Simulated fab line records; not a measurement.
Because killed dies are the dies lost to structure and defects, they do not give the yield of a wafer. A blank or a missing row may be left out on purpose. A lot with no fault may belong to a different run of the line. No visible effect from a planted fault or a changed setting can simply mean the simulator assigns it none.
fab line records	flow sky130
record: lots: 24	wafers: 72	last-day: 50
route steps=708 shown CAPM@539 CAP2M@615 METAL4@634 VIA4@642 METAL5@661
lots untouched by any fault: they come from a run of this same line in which no faults occurred
start-h: hours from the record's opening day to when the first of the lot's shown wafers began	wait-h: hours from the lot's prior step to this one	" same as the row above	L1.1+2: a row that stands for several wafers	- either no value or no given start	* or withheld: withheld	< > ~ a bound
route shown NAME@n: NAME is a module with steps in the file, n the number in the route of the first one	usual: the fault-free wafers' mean and standard deviation	same: alike in all rows	chamber/n: place in a boat	sites: readings site by site	_std_site: standard deviation of those values	_edge_site: inner sites' mean taken away from outer sites' mean	radius-mm: for every site, how far away it sits from the centre of the wafer	mask NAME#n: copy n	behind: the last tool/chamber to shape the wafer	hold: reason for holding the lot/hours on hold/outcome of the hold	device: which transistor (n, p or np) failed to switch	end of line: the route-end tests of the same wafers	a step with no rows: only its recipe	killed: dies that structure and defects cost at the first sort, which is not the same as the wafer's yield	map: per-die view of a wafer (x killed, . not killed, _ where there is no die)
set.NAME: the run value of the setting; set.NAME@STEP: its run value at that earlier step	model.NAME: the simulator's own value behind a step, which no gauge read
steps of the route over a sample of lots; a table a step, a row a wafer
services: a tool's chamber out of use, with start hour (start-h, from the record's first day; less than 0 if before it), hours out, and reason
== steps ==
step: SKY_CAPM_SPUTTER_02
recipe: material: TiN	target-thk-nm: 200	temp-c: 300	power-w: 6500	time-s: 166.7	chamber-pressure-pa: 0.4
usual: throttle-valve-pct: 29.8/0.97
lot.wafer	tool	chamber	start-h	wait-h	throttle-valve-pct
L074.1	pvd-sputter-03	-	844.07	0.1	29.9
L074.5	"	-	"	"	28.8
L074.6	"	-	"	"	29.7
L075.3	pvd-sputter-03	-	853.04	0.0	28.7
L075.5	"	-	"	"	29.9
L075.6	"	-	"	"	29.9
L076.1	pvd-sputter-04	-	860.44	0.1	30.8
L076.2	"	-	"	"	28.3
L076.4	"	-	"	"	28.6
L078.2	pvd-sputter-02	-	869.33	0.0	29.5
L078.3	"	-	"	"	29.6
L078.5	"	-	"	"	31.2
L077.1	pvd-sputter-02	-	870.71	0.1	29.6
L077.4	"	-	"	"	29.6
L077.6	"	-	"	"	29.6
L079.2	pvd-sputter-03	-	881.75	0.0	29.4
L079.3	"	-	"	"	30.3
L079.5	"	-	"	"	28.8
L080.1	pvd-sputter-02	-	893.02	0.1	30.2
L080.2	"	-	"	"	31.2
L080.6	"	-	"	"	29.7
L081.4	pvd-sputter-04	-	900.94	0.0	28.4
L081.5	"	-	"	"	28.2
L081.6	"	-	"	"	29.0
L083.1	pvd-sputter-02	-	913.21	0.1	29.8
L083.2	"	-	"	"	29.6
L083.4	"	-	"	"	31.3
L082.1	pvd-sputter-03	-	915.03	0.1	29.2
L082.4	"	-	"	"	29.9
L082.5	"	-	"	"	30.7
L085.2	pvd-sputter-04	-	925.87	0.0	31.7
L085.4	"	-	"	"	30.7
L085.5	"	-	"	"	28.3
L084.2	pvd-sputter-02	-	929.99	0.0	30.0
L084.4	"	-	"	"	29.5
L084.5	"	-	"	"	30.3
L086.2	pvd-sputter-03	-	933.20	0.0	30.0
L086.3	"	-	"	"	29.3
L086.5	"	-	"	"	30.1
L087.1	pvd-sputter-04	-	944.24	0.1	28.4
L087.4	"	-	"	"	28.7
L087.5	"	-	"	"	28.0
L088.2	pvd-sputter-03	-	953.72	0.0	30.0
L088.4	"	-	"	"	30.4
L088.5	"	-	"	"	28.8
L089.3	pvd-sputter-04	-	961.79	0.0	31.7
L089.4	"	-	"	"	28.9
L089.6	"	-	"	"	28.7
L090.3	pvd-sputter-03	-	965.67	0.0	29.6
L090.5	"	-	"	"	29.3
L090.6	"	-	"	"	30.0
L091.2	pvd-sputter-03	-	968.98	0.0	30.4
L091.4	"	-	"	"	29.5
L091.6	"	-	"	"	28.9
L092.1	pvd-sputter-04	-	978.76	0.1	28.1
L092.2	"	-	"	"	28.8
L092.4	"	-	"	"	28.4
L093.2	pvd-sputter-02	-	990.33	0.0	31.4
L093.4	"	-	"	"	29.3
L093.6	"	-	"	"	29.6
L094.4	pvd-sputter-04	-	995.60	0.0	28.2
L094.5	"	-	"	"	28.7
L094.6	"	-	"	"	28.4
L095.3	pvd-sputter-02	-	997.65	0.0	29.5
L095.5	"	-	"	"	29.9
L095.6	"	-	"	"	29.8
L096.3	pvd-sputter-03	-	1003.37	0.0	30.3
L096.4	"	-	"	"	29.4
L096.5	"	-	"	"	29.4
L097.1	pvd-sputter-02	-	1004.97	0.1	29.3
L097.2	"	-	"	"	30.1
L097.6	"	-	"	"	30.0
step: SKY_CAP2M_OVL_MEAS_12
usual: CAP2M_OVL: -1.1/1.3
lot.wafer	tool	chamber	start-h	wait-h	CAP2M_OVL[nm]
L074.1	overlay-01	-	949.03	0.1	-2.5
L074.5	"	-	"	"	-1.4
L074.6	"	-	"	"	0.1
L075.3	overlay-02	-	958.12	0.1	-2.1
L075.5	"	-	"	"	-1.8
L075.6	"	-	"	"	-0.5
L076.1	overlay-02	-	963.65	0.1	-0.9
L076.2	"	-	"	"	-1.3
L076.4	"	-	"	"	0.5
L078.2	overlay-02	-	972.06	0.1	0.2
L078.3	"	-	"	"	0.3
L078.5	"	-	"	"	0.4
L077.1	overlay-02	-	974.93	0.1	-2.4
L077.4	"	-	"	"	-2.5
L077.6	"	-	"	"	-1.5
L079.2	overlay-02	-	985.09	0.1	-0.9
L079.3	"	-	"	"	0.6
L079.5	"	-	"	"	-1.7
L080.1	overlay-02	-	996.85	0.1	-2.3
L080.2	"	-	"	"	-1.1
L080.6	"	-	"	"	-1.9
L081.4	overlay-02	-	1002.05	0.1	-0.8
L081.5	"	-	"	"	-0.4
L081.6	"	-	"	"	-1.3
L083.1	overlay-01	-	1013.66	0.1	0.1
L083.2	"	-	"	"	-1.5
L083.4	"	-	"	"	0.2
L082.1	overlay-01	-	1014.61	0.1	-1.4
L082.4	"	-	"	"	0.4
L082.5	"	-	"	"	-1.7
L085.2	overlay-02	-	1025.47	0.1	-1.4
L085.4	"	-	"	"	-0.9
L085.5	"	-	"	"	-1.8
L084.2	overlay-02	-	1028.16	0.1	-0.6
L084.4	"	-	"	"	0.2
L084.5	"	-	"	"	0.4
L086.2	overlay-02	-	1030.12	0.1	0.5
L086.3	"	-	"	"	-0.4
L086.5	"	-	"	"	-0.2
L087.1	overlay-02	-	1039.95	0.1	-0.7
L087.4	"	-	"	"	0.6
L087.5	"	-	"	"	-1.7
L088.2	overlay-01	-	1049.54	0.1	-4.4
L088.4	"	-	"	"	-3.6
L088.5	"	-	"	"	-4.4
L089.3	overlay-01	-	1058.23	0.1	-0.2
L089.4	"	-	"	"	-2.5
L089.6	"	-	"	"	-0.8
L090.3	overlay-01	-	1059.33	0.1	-0.7
L090.5	"	-	"	"	-1.4
L090.6	"	-	"	"	-1.7
L091.2	overlay-01	-	1063.94	0.1	-2.6
L091.4	"	-	"	"	-2.5
L091.6	"	-	"	"	0.0
L092.1	overlay-02	-	1072.55	0.1	0.6
L092.2	"	-	"	"	-0.3
L092.4	"	-	"	"	-1.9
L093.2	overlay-02	-	1081.82	0.1	-1.1
L093.4	"	-	"	"	1.2
L093.6	"	-	"	"	1.1
L094.4	overlay-01	-	1087.58	0.1	-2.4
L094.5	"	-	"	"	-1.9
L094.6	"	-	"	"	-2.8
L095.3	overlay-01	-	1089.97	0.1	2.4
L095.5	"	-	"	"	0.4
L095.6	"	-	"	"	0.5
L096.3	overlay-02	-	1093.87	0.1	-1.8
L096.4	"	-	"	"	-1.8
L096.5	"	-	"	"	-1.6
L097.1	overlay-02	-	1095.30	0.1	-1.7
L097.2	"	-	"	"	-2.0
L097.6	"	-	"	"	-2.4
step: SKY_METAL4_METAL_ETCH_18
recipe: target-depth-a: 8450	stop-on: SiO2	over-etch-frac: 0.3	time-s: 183.1	chemistry: Cl2/BCl3	resist-sidewall-deg: 88	pressure-mtorr: 10	icp-w: 900	bias-w: 48.5	Cl2_flow_sccm: 60	bcl3-flow-sccm: 30
usual: drypump-motor-current-A: 5.5/0.37	oes-product-au: 0.866/0.0059	rf-fwd-power-W: 896.6/3	throttle-valve-pct: 22.264/0.0097
lot.wafer	tool	chamber	start-h	wait-h	drypump-motor-current-A	oes-product-au	rf-fwd-power-W	rf-hours-counter-h	throttle-valve-pct
L074.1	rie-metal-01	0	973.54	0.0	5.6	0.867	898.2	18	22.269
L074.5	"	1	"	"	5.0	0.871	893.8	-	22.277
L074.6	"	0	"	"	5.6	0.860	895.7	-	22.259
L075.3	rie-metal-01	0	983.35	0.1	5.6	0.865	892.1	-	22.262
L075.5	"	0	"	"	5.6	0.859	894.8	-	22.257
L075.6	"	1	"	"	5.1	0.863	895.9	-	22.262
L076.1	rie-metal-01	1	988.41	0.0	5.0	0.854	895.0	3	22.269
L076.2	"	0	"	"	5.6	0.855	889.9	19	22.257
L076.4	"	1	"	"	5.0	0.855	894.8	-	22.269
L078.2	rie-metal-03	0	996.27	0.0	5.6	0.866	897.5	3	22.260
L078.3	"	0	"	"	5.6	0.875	896.8	-	22.265
L078.5	"	1	"	"	5.2	0.867	895.0	-	22.260
L077.1	rie-metal-03	1	999.72	0.0	5.2	0.862	898.5	17	22.263
L077.4	"	0	"	"	5.6	0.875	901.8	-	22.275
L077.6	"	0	"	"	5.6	0.864	899.6	-	22.271
L079.2	rie-metal-04	0	1009.96	0.0	5.7	0.862	893.7	10	22.273
L079.3	"	1	"	"	6.3	0.872	898.7	-	22.270
L079.5	"	1	"	"	6.3	0.862	901.2	-	22.268
L080.1	rie-metal-03	1	1021.40	0.0	5.2	0.863	898.4	18	22.255
L080.2	"	0	"	"	5.6	0.869	900.9	5	22.264
L080.6	"	0	"	"	5.6	0.864	903.7	-	22.255
L081.4	rie-metal-04	0	1026.31	0.1	5.7	0.862	898.4	-	22.261
L081.5	"	1	"	"	6.3	0.866	894.5	-	22.269
L081.6	"	0	"	"	5.7	0.865	899.8	-	22.257
L083.1	rie-metal-01	1	1036.80	0.0	5.0	0.868	899.8	6	22.259
L083.2	"	1	"	"	5.0	0.864	897.6	-	22.274
L083.4	"	1	"	"	5.0	0.867	898.7	-	22.257
L082.1	rie-metal-03	0	1037.91	0.0	5.6	0.872	901.2	5	22.254
L082.4	"	1	"	"	5.2	0.872	893.8	-	22.265
L082.5	"	0	"	"	5.6	0.870	899.0	-	22.272
L085.2	rie-metal-03	1	1049.18	0.0	5.2	0.859	894.3	20	22.274
L085.4	"	0	"	"	5.6	0.866	893.1	-	22.268
L085.5	"	0	"	"	5.6	0.877	893.9	-	22.250
L084.2	rie-metal-03	1	1052.03	0.0	5.1	0.870	898.2	20	22.265
L084.4	"	0	"	"	5.6	0.874	899.8	-	22.267
L084.5	"	1	"	"	5.2	0.861	899.5	-	22.250
L086.2	rie-metal-03	0	1052.94	0.0	5.7	0.868	899.0	7	22.276
L086.3	"	0	"	"	5.6	0.874	896.9	-	22.266
L086.5	"	0	"	"	5.7	0.869	894.2	-	22.244
L087.1	rie-metal-01	0	1063.10	0.0	5.6	0.872	900.4	0	22.290
L087.4	"	1	"	"	5.1	0.861	897.3	-	22.248
L087.5	"	1	"	"	5.1	0.874	898.2	-	22.267
L088.2	rie-metal-04	0	1072.12	0.0	5.7	0.860	895.4	14	22.273
L088.4	"	0	"	"	5.7	0.859	895.0	-	22.250
L088.5	"	1	"	"	6.3	0.859	891.4	-	22.268
L089.3	rie-metal-03	0	1080.55	0.1	5.6	0.875	900.0	-	22.269
L089.4	"	1	"	"	5.1	0.867	895.7	-	22.286
L089.6	"	1	"	"	5.1	0.862	897.3	-	22.263
L090.3	rie-metal-03	1	1081.67	0.1	5.2	0.871	897.1	-	22.278
L090.5	"	0	"	"	5.6	0.872	897.0	-	22.271
L090.6	"	1	"	"	5.1	0.864	898.5	-	22.252
L091.2	rie-metal-03	1	1085.46	0.0	5.2	0.863	891.7	23	22.255
L091.4	"	1	"	"	5.2	0.866	895.7	-	22.271
L091.6	"	1	"	"	5.2	0.865	896.2	-	22.265
L092.1	rie-metal-04	1	1093.77	0.0	6.4	0.864	891.2	20	22.261
L092.2	"	0	"	"	5.7	0.862	898.4	16	22.272
L092.4	"	1	"	"	6.3	0.864	894.6	-	22.253
L093.2	rie-metal-01	1	1102.86	0.0	5.0	0.865	895.5	12	22.260
L093.4	"	1	"	"	5.1	0.861	900.3	-	22.248
L093.6	"	1	"	"	5.0	0.852	899.9	-	22.274
L094.4	rie-metal-01	1	1108.10	0.1	5.0	0.862	901.1	-	22.260
L094.5	"	1	"	"	5.0	0.871	898.5	-	22.262
L094.6	"	0	"	"	5.6	0.865	895.3	-	22.282
L095.3	rie-metal-01	1	1111.07	0.1	5.1	0.878	896.2	-	22.269
L095.5	"	0	"	"	5.6	0.870	891.6	-	22.269
L095.6	"	1	"	"	5.0	0.868	892.7	-	22.273
L096.3	rie-metal-03	1	1114.48	0.1	5.1	0.869	896.7	-	22.266
L096.4	"	0	"	"	5.6	0.869	899.1	-	22.275
L096.5	"	1	"	"	5.2	0.869	899.7	-	22.289
L097.1	rie-metal-01	0	1116.06	0.0	5.6	0.851	889.6	3	22.278
L097.2	"	1	"	"	5.1	0.870	893.5	13	22.275
L097.6	"	1	"	"	5.0	0.861	896.6	-	22.255
step: SKY_VIA4_BOW_MEAS_03
recipe: mode: bow
usual: VIA4_BOW: 80/8.3
lot.wafer	tool	chamber	start-h	wait-h	VIA4_BOW[um]
L074.1	film-metro-03	-	974.85	0.2	81
L074.5	"	-	"	"	93
L074.6	"	-	"	"	75
L075.3	film-metro-04	-	984.65	0.2	78
L075.5	"	-	"	"	74
L075.6	"	-	"	"	79
L076.1	film-metro-02	-	989.78	0.1	81
L076.2	"	-	"	"	86
L076.4	"	-	"	"	76
L078.2	film-metro-04	-	997.74	0.3	74
L078.3	"	-	"	"	71
L078.5	"	-	"	"	81
L077.1	film-metro-02	-	1001.03	0.2	79
L077.4	"	-	"	"	73
L077.6	"	-	"	"	75
L079.2	film-metro-03	-	1011.29	0.2	79
L079.3	"	-	"	"	83
L079.5	"	-	"	"	84
L080.1	film-metro-02	-	1022.76	0.2	89
L080.2	"	-	"	"	76
L080.6	"	-	"	"	99
L081.4	film-metro-04	-	1027.73	0.3	93
L081.5	"	-	"	"	87
L081.6	"	-	"	"	100
L083.1	film-metro-02	-	1038.28	0.2	75
L083.2	"	-	"	"	71
L083.4	"	-	"	"	61
L082.1	film-metro-02	-	1039.22	0.1	87
L082.4	"	-	"	"	94
L082.5	"	-	"	"	77
L085.2	film-metro-04	-	1050.55	0.2	67
L085.4	"	-	"	"	71
L085.5	"	-	"	"	80
L084.2	film-metro-02	-	1053.35	0.3	71
L084.4	"	-	"	"	79
L084.5	"	-	"	"	61
L086.2	film-metro-03	-	1054.28	0.2	61
L086.3	"	-	"	"	70
L086.5	"	-	"	"	74
L087.1	film-metro-02	-	1064.40	0.1	78
L087.4	"	-	"	"	88
L087.5	"	-	"	"	82
L088.2	film-metro-02	-	1073.45	0.1	82
L088.4	"	-	"	"	85
L088.5	"	-	"	"	80
L089.3	film-metro-02	-	1081.93	0.3	81
L089.4	"	-	"	"	85
L089.6	"	-	"	"	81
L090.3	film-metro-02	-	1083.05	0.1	89
L090.5	"	-	"	"	99
L090.6	"	-	"	"	90
L091.2	film-metro-02	-	1087.13	0.2	68
L091.4	"	-	"	"	81
L091.6	"	-	"	"	70
L092.1	film-metro-02	-	1095.43	0.2	80
L092.2	"	-	"	"	87
L092.4	"	-	"	"	81
L093.2	film-metro-03	-	1104.66	0.2	80
L093.4	"	-	"	"	82
L093.6	"	-	"	"	82
L094.4	film-metro-03	-	1109.44	0.2	77
L094.5	"	-	"	"	88
L094.6	"	-	"	"	86
L095.3	film-metro-02	-	1112.36	0.2	75
L095.5	"	-	"	"	94
L095.6	"	-	"	"	78
L096.3	film-metro-04	-	1115.77	0.1	63
L096.4	"	-	"	"	81
L096.5	"	-	"	"	76
L097.1	film-metro-04	-	1117.37	0.1	80
L097.2	"	-	"	"	87
L097.6	"	-	"	"	81
step: SKY_VIA4_ETCH_12
recipe: target: SiO2	chemistry: C4F8/O2/Ar	stop-on: TiN	mask-material: NOVOLAK	source-w: 1500	bias-w: 1200	pressure-mtorr: 40	c4f8-flow-sccm: withheld	O2_flow_sccm: 6	Ar_flow_sccm: 300	time-s: withheld	target-depth-a: 5800
usual: oes-product-au: 0.927/0.0049	rf-fwd-power-W: 1490/5.4
lot.wafer	tool	chamber	start-h	wait-h	oes-product-au	rf-fwd-power-W
L074.1	rie-diel-03	1	998.53	0.0	0.924	1493
L074.5	"	3	"	"	0.922	1491
L074.6	"	2	"	"	0.932	1484
L075.3	rie-diel-04	3	1007.77	0.0	0.929	1489
L075.5	"	3	"	"	0.924	1490
L075.6	"	0	"	"	0.922	1496
L076.1	rie-diel-04	2	1012.24	0.0	0.931	1495
L076.2	"	1	"	"	0.927	1484
L076.4	"	0	"	"	0.926	1490
L078.2	rie-diel-01	3	1020.52	0.0	0.925	1501
L078.3	"	0	"	"	0.923	1492
L078.5	"	3	"	"	0.927	1497
L077.1	rie-diel-01	3	1023.72	0.0	0.927	1492
L077.4	"	1	"	"	0.917	1494
L077.6	"	3	"	"	0.925	1493
L079.2	rie-diel-01	2	1033.68	0.0	0.922	1495
L079.3	"	1	"	"	0.932	1489
L079.5	"	1	"	"	0.932	1489
L080.1	rie-diel-03	3	1044.78	0.0	0.916	1487
L080.2	"	2	"	"	0.931	1482
L080.6	"	3	"	"	0.928	1491
L081.4	rie-diel-04	0	1049.87	0.0	0.924	1497
L081.5	"	1	"	"	0.932	1486
L081.6	"	2	"	"	0.921	1486
L083.1	rie-diel-03	3	1059.54	0.0	0.922	1489
L083.2	"	1	"	"	0.933	1497
L083.4	"	2	"	"	0.922	1478
L082.1	rie-diel-01	2	1060.28	0.0	0.926	1489
L082.4	"	1	"	"	0.929	1488
L082.5	"	0	"	"	0.933	1493
L085.2	rie-diel-01	1	1072.52	0.0	0.932	1489
L085.4	"	2	"	"	0.930	1489
L085.5	"	3	"	"	0.925	1492
L084.2	rie-diel-03	2	1074.62	0.0	0.925	1491
L084.4	"	1	"	"	0.929	1486
L084.5	"	3	"	"	0.919	1488
L086.2	rie-diel-01	3	1075.53	0.0	0.931	1496
L086.3	"	0	"	"	0.936	1485
L086.5	"	3	"	"	0.929	1498
L087.1	rie-diel-03	0	1084.58	0.0	0.927	1490
L087.4	"	0	"	"	0.926	1484
L087.5	"	2	"	"	0.922	1483
L088.2	rie-diel-03	0	1093.59	0.0	0.924	1484
L088.4	"	3	"	"	0.929	1491
L088.5	"	2	"	"	0.917	1485
L089.3	rie-diel-03	1	1101.89	0.0	0.933	1496
L089.4	"	0	"	"	0.933	1495
L089.6	"	2	"	"	0.921	1487
L090.3	rie-diel-03	2	1103.03	0.0	0.926	1481
L090.5	"	2	"	"	0.918	1483
L090.6	"	3	"	"	0.919	1483
L091.2	rie-diel-04	0	1107.17	0.0	0.925	1481
L091.4	"	3	"	"	0.925	1486
L091.6	"	0	"	"	0.921	1486
L092.1	rie-diel-04	1	1114.79	0.0	0.922	1486
L092.2	"	2	"	"	0.929	1494
L092.4	"	0	"	"	0.932	1495
L093.2	rie-diel-01	1	1123.84	0.0	0.912	1490
L093.4	"	0	"	"	0.934	1489
L093.6	"	1	"	"	0.934	1489
L094.4	rie-diel-01	2	1128.43	0.0	0.921	1486
L094.5	"	3	"	"	0.923	1498
L094.6	"	0	"	"	0.931	1492
L095.3	rie-diel-04	1	1131.47	0.0	0.929	1485
L095.5	"	2	"	"	0.924	1494
L095.6	"	1	"	"	0.941	1498
L096.3	rie-diel-01	3	1134.49	0.0	0.918	1499
L096.4	"	2	"	"	0.926	1496
L096.5	"	3	"	"	0.928	1492
L097.1	rie-diel-04	3	1136.27	0.0	0.928	1499
L097.2	"	1	"	"	0.924	1484
L097.6	"	2	"	"	0.929	1487
step: SKY_METAL5_SPUTTER_00
recipe: material: Ti	target-thk-nm: 15	power-w: 3000	time-s: 10	chamber-pressure-pa: 0.4
usual: throttle-valve-pct: 30.2/1.2
lot.wafer	tool	chamber	start-h	wait-h	throttle-valve-pct
L074.1	pvd-sputter-02	-	999.88	0.1	31.4
L074.5	"	-	"	"	30.0
L074.6	"	-	"	"	29.2
L075.3	pvd-sputter-02	-	1009.12	0.1	29.5
L075.5	"	-	"	"	30.5
L075.6	"	-	"	"	29.5
L076.1	pvd-sputter-01	-	1013.60	0.2	31.2
L076.2	"	-	"	"	28.7
L076.4	"	-	"	"	32.0
L078.2	pvd-sputter-01	-	1022.27	0.2	30.9
L078.3	"	-	"	"	28.9
L078.5	"	-	"	"	30.4
L077.1	pvd-sputter-01	-	1025.53	0.2	31.3
L077.4	"	-	"	"	30.2
L077.6	"	-	"	"	31.3
L079.2	pvd-sputter-04	-	1035.06	0.1	31.7
L079.3	"	-	"	"	30.7
L079.5	"	-	"	"	32.0
L080.1	pvd-sputter-01	-	1046.13	0.2	32.1
L080.2	"	-	"	"	31.3
L080.6	"	-	"	"	28.7
L081.4	pvd-sputter-02	-	1051.22	0.2	29.5
L081.5	"	-	"	"	31.6
L081.6	"	-	"	"	29.4
L083.1	pvd-sputter-01	-	1060.90	0.2	28.6
L083.2	"	-	"	"	30.1
L083.4	"	-	"	"	32.0
L082.1	pvd-sputter-01	-	1061.63	0.2	28.8
L082.4	"	-	"	"	30.4
L082.5	"	-	"	"	30.1
L085.2	pvd-sputter-02	-	1074.06	0.2	29.5
L085.4	"	-	"	"	31.2
L085.5	"	-	"	"	30.0
L084.2	pvd-sputter-04	-	1075.98	0.1	28.2
L084.4	"	-	"	"	28.6
L084.5	"	-	"	"	28.8
L086.2	pvd-sputter-04	-	1076.89	0.2	31.5
L086.3	"	-	"	"	28.5
L086.5	"	-	"	"	28.7
L087.1	pvd-sputter-02	-	1085.93	0.1	29.9
L087.4	"	-	"	"	29.4
L087.5	"	-	"	"	29.7
L088.2	pvd-sputter-04	-	1095.13	0.2	30.6
L088.4	"	-	"	"	28.8
L088.5	"	-	"	"	30.8
L089.3	pvd-sputter-01	-	1103.43	0.2	31.1
L089.4	"	-	"	"	32.0
L089.6	"	-	"	"	30.5
L090.3	pvd-sputter-02	-	1105.00	0.2	29.6
L090.5	"	-	"	"	31.5
L090.6	"	-	"	"	29.4
L091.2	pvd-sputter-01	-	1108.56	0.1	28.9
L091.4	"	-	"	"	31.2
L091.6	"	-	"	"	28.8
L092.1	pvd-sputter-01	-	1116.31	0.2	31.9
L092.2	"	-	"	"	30.6
L092.4	"	-	"	"	28.8
L093.2	pvd-sputter-04	-	1125.21	0.1	31.7
L093.4	"	-	"	"	30.7
L093.6	"	-	"	"	30.4
L094.4	pvd-sputter-02	-	1129.86	0.2	29.6
L094.5	"	-	"	"	29.5
L094.6	"	-	"	"	30.1
L095.3	pvd-sputter-02	-	1132.82	0.2	29.2
L095.5	"	-	"	"	30.0
L095.6	"	-	"	"	29.6
L096.3	pvd-sputter-04	-	1135.94	0.1	30.7
L096.4	"	-	"	"	32.0
L096.5	"	-	"	"	28.7
L097.1	pvd-sputter-04	-	1137.74	0.2	29.1
L097.2	"	-	"	"	30.7
L097.6	"	-	"	"	28.8
== services ==
tool	chamber	start-h	hours	kind
rie-diel-01	2	840.47	2.7	repair
rie-metal-03	-	847.04	1.2	repair
rie-diel-03	0	855.31	9.6	repair
rie-diel-03	-	863.85	1.8	repair
pvd-sputter-03	-	899.38	11.7	repair
pvd-sputter-01	-	901.16	0.5	repair
pvd-sputter-02	-	937.91	2.7	repair
rie-diel-03	2	948.23	5.3	repair
rie-metal-01	-	955.08	14.6	pm
pvd-sputter-02	-	957.43	6.0	repair
rie-diel-03	1	966.45	9.4	repair
pvd-sputter-03	-	974.35	9.4	repair
rie-diel-03	-	986.06	0.6	repair
rie-metal-01	-	986.78	1.4	pm
pvd-sputter-01	-	993.81	0.7	repair
rie-metal-03	0	1000.94	7.6	repair
rie-metal-01	0	1024.11	7.4	repair
rie-diel-01	1	1040.73	4.4	repair
rie-diel-03	-	1045.87	0.4	repair
rie-diel-03	1	1049.74	3.2	repair
pvd-sputter-03	-	1079.44	1.3	repair
rie-diel-01	2	1089.47	7.0	repair
rie-metal-03	1	1119.54	5.7	repair
rie-metal-01	1	1130.89	49.1	repair
== key ==
fault none
